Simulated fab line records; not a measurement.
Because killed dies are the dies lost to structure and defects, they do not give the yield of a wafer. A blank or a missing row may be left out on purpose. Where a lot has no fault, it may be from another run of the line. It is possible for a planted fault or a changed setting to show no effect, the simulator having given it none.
A struck lot beside a sound one / flow sfq-line / 32 out of 325 route steps
Sound: these wafers, L729.2, L729.3, L729.4. Struck: wafer L741.2 (L741.3, L741.6, from the same lot, were not struck and are left out); the cause is given at the end.
For every step that has rows: the tool of each side, followed by ch and its chambers, followed by its first start. Under that, the readings that differ: sound wafers / struck wafers / difference of the means / sigmas: that difference in standard deviations of wafers without a fault.
alike: a reading whose means differ by less than 2 such deviations, as well as words and numbers matching on both sides. not compared: withheld readings; readings where some wafer has no value; bounds like >300 that might hide an equal value; numbers whose values overlap and for which the record gives no deviation.
A row with sigmas, a row that says differs or no value, or rows on one side alone: a step with any of these is where the two part. Numbers that have no deviation but don't overlap get no sigmas and don't part them. Lack of a reading on every wafer of one side parts them only where that side has two or more wafers.

SFQ_INCOMING_BOW_MEAS_900:
  sound on film-metro-04, day 2 01:01; struck on film-metro-04, day 4 13:01
  alike: INCOMING_BOW
then, 1 step without rows for these wafers: SFQ_TRILAYER_INCOMING_OXIDATION_002 (target thk 500 nm, ox time 4939 s).
SFQ_TRILAYER_L0_DEP_SPUTTER_003: material MoNx KI, target thk 40 nm, time 100 s.
  sound on pvd-sputter-03, day 2 03:29; struck on pvd-sputter-03, day 4 15:29
reading=model.MoNx_KI_of_TRILAYER_L0_DEP_SPUTTER_003.thk-nm (nm); sound=39.71 40.2 39.99; struck=25.11; difference=-14.86; sigmas=
  alike: chamber-pressure-pa, throttle-valve-pct
SFQ_L0_RS_MEAS_901: a four-point-probe measurement.
  sound on film-metro-01, day 2 03:35; struck on film-metro-01, day 4 15:35
reading=L0_MONX_KI_RS (ohm/sq); sound=43.8 43.3 43.6; struck=69.2; difference=+25.6; sigmas=+49
SFQ_L0_THK_MEAS_902: measures by xrf.
  sound on film-metro-01, day 2 03:41; struck on film-metro-01, day 4 15:41
reading=L0_MONX_KI_THK (nm); sound=39.7 40.1 39.9; struck=25.0; difference=-14.9; sigmas=-30
then, 7 steps without rows for these wafers: SFQ_TRILAYER_L0_LITHO_COAT_010 (resist thk 62 nm); SFQ_TRILAYER_L0_LITHO_COAT_005 (resist thk 600 nm); SFQ_TRILAYER_L0_LITHO_SOFTBAKE_009; SFQ_TRILAYER_L0_LITHO_EXPOSE_006 (exposes mask L0, target cd 2000 nm); SFQ_TRILAYER_L0_LITHO_PEB_008 (peb time 60 s); SFQ_TRILAYER_L0_LITHO_DEVELOP_007 (time 60 s); SFQ_TRILAYER_L0_BARC_OPEN_METAL_ETCH_010 (etches BARC in O2, target depth 125 nm, time 41.7 s).
-- the record jumps here: 4 days lie between the struck wafers' starts before and after --
SFQ_TRILAYER_L0_ETCH_METAL_ETCH_008: etches MoNx KI in SF6/O2, stops on SiO2, target depth 50 nm, time 25 s.
  sound on rie-metal-01 ch 0,1, day 5 07:20; struck on rie-metal-03 ch 0, day 8 05:08
reading=oes-product-au (a.u.); sound=0.867 0.875 0.871; struck=0.695; difference=-0.176; sigmas=-24
  alike: drypump-motor-current-A
  not compared: rf-hours-counter-h
SFQ_TRILAYER_L0_STRIP_STRIP_009: strips in O2.
  sound on rie-metal-01 ch 0,1, day 5 07:23; struck on rie-metal-03 ch 0, day 8 05:11
  alike: drypump-motor-current-A, oes-product-au
  not compared: rf-hours-counter-h
then, 1 step without rows for these wafers: SFQ_TRILAYER_L0_STRIP_SOLV_CLEAN_010 (cleans in NMP, time 600 s).
SFQ_TRILAYER_L0_CAP_PECVD_011: deposits SiO2 from SiH4/N2O, time 13.333 s, target thk 60 nm.
  sound on pecvd-02 ch 1,2, day 5 08:10; struck on pecvd-02 ch 1, day 8 05:57
  alike: chamber-pressure-Torr, heater-power-w, throttle-valve-pct
then, 6 steps without rows for these wafers: SFQ_TRILAYER_L0_VIA_LITHO_COAT_018 (resist thk 62 nm); SFQ_TRILAYER_L0_VIA_LITHO_COAT_013 (resist thk 650 nm); SFQ_TRILAYER_L0_VIA_LITHO_SOFTBAKE_017; SFQ_TRILAYER_L0_VIA_LITHO_EXPOSE_014 (exposes mask L0V, target cd 700 nm); SFQ_TRILAYER_L0_VIA_LITHO_PEB_016 (peb time 60 s); SFQ_TRILAYER_L0_VIA_LITHO_DEVELOP_015 (time 60 s).
-- the record jumps here: 4 days lie between the struck wafers' starts before and after --
SFQ_L0V_OVL_MEAS_903:
  sound on overlay-01, day 9 05:31; struck on overlay-01, day 12 08:54
  alike: L0V_OVL
SFQ_TRILAYER_L0_VIA_BARC_OPEN_VIA_ETCH_021: etches BARC in O2, target depth 125 nm, time 41.7 s.
  sound on rie-diel-04 ch 0,2,3, day 9 05:32; struck on rie-diel-02 ch 1, day 12 08:56
reading=drypump-motor-current-A (A); sound=6.0 6.2 6.1; struck=4.9; difference=-1.2; sigmas=-3
reading=rf-hours-counter-h (h); sound=40 148 6; struck=4; difference=-61; sigmas=
  alike: oes-product-au
SFQ_TRILAYER_L0_VIA_ETCH_VIA_ETCH_016: etches SiO2 in CHF3, stops on MoNx KI, target depth 80 nm.
  sound on rie-diel-04 ch 0,2,3, day 9 05:35; struck on rie-diel-02 ch 1, day 12 08:58
reading=drypump-motor-current-A (A); sound=6.0 6.2 6.1; struck=4.9; difference=-1.2; sigmas=-3
  alike: oes-product-au
SFQ_TRILAYER_L0_VIA_STRIP_STRIP_017: strips in O2.
  sound on rie-metal-04 ch 0,1, day 9 05:37; struck on rie-metal-03 ch 0, day 12 09:01
  alike: drypump-motor-current-A, oes-product-au
  not compared: rf-hours-counter-h
then, 3 steps without rows for these wafers: SFQ_TRILAYER_L0_VIA_STRIP_SOLV_CLEAN_018 (cleans in NMP, time 600 s); SFQ_TRILAYER_M0_DEP_PRE_CLEAN_020 (time 15 s); SFQ_TRILAYER_M0_DEP_SPUTTER_019 (material Nb, target thk 200 nm, time 133.3 s).
SFQ_M0_RS_MEAS_904: a four-point-probe measurement.
  sound on film-metro-04, day 9 06:32; struck on film-metro-04, day 12 09:56
  alike: M0_NB_RS
then, 1 step without rows for these wafers: SFQ_TRILAYER_M0_LITHO_COAT_026 (resist thk 62 nm).
-- the record jumps here: 74 days lie between the struck wafers' starts before and after --
SFQ_M8_BOW_MEAS_951:
  sound on film-metro-03, day 76 18:37; struck on film-metro-03, day 86 00:21
reading=model.etest.l0.ohm-sq; sound=43.86 43.33 43.55; struck=69.35; difference=+25.77; sigmas=
reading=model.etest.l0v.link-ohm; sound=44.78 44.26 44.47; struck=70.27; difference=+25.77; sigmas=
reading=model.etest.l0.ohm-um; sound=21.92 21.65 21.76; struck=34.71; difference=+12.93; sigmas=
  alike: M8_BOW

## WHERE THEY PART
Last at SFQ_TRILAYER_L0_VIA_ETCH_VIA_ETCH_016 as far as this record goes, first at SFQ_L0_RS_MEAS_901. Later steps at which nothing parts them and some readings are alike: SFQ_TRILAYER_L0_VIA_STRIP_STRIP_017, SFQ_M0_RS_MEAS_904, SFQ_M8_BOW_MEAS_951.

WHY: what had been put in by the simulator
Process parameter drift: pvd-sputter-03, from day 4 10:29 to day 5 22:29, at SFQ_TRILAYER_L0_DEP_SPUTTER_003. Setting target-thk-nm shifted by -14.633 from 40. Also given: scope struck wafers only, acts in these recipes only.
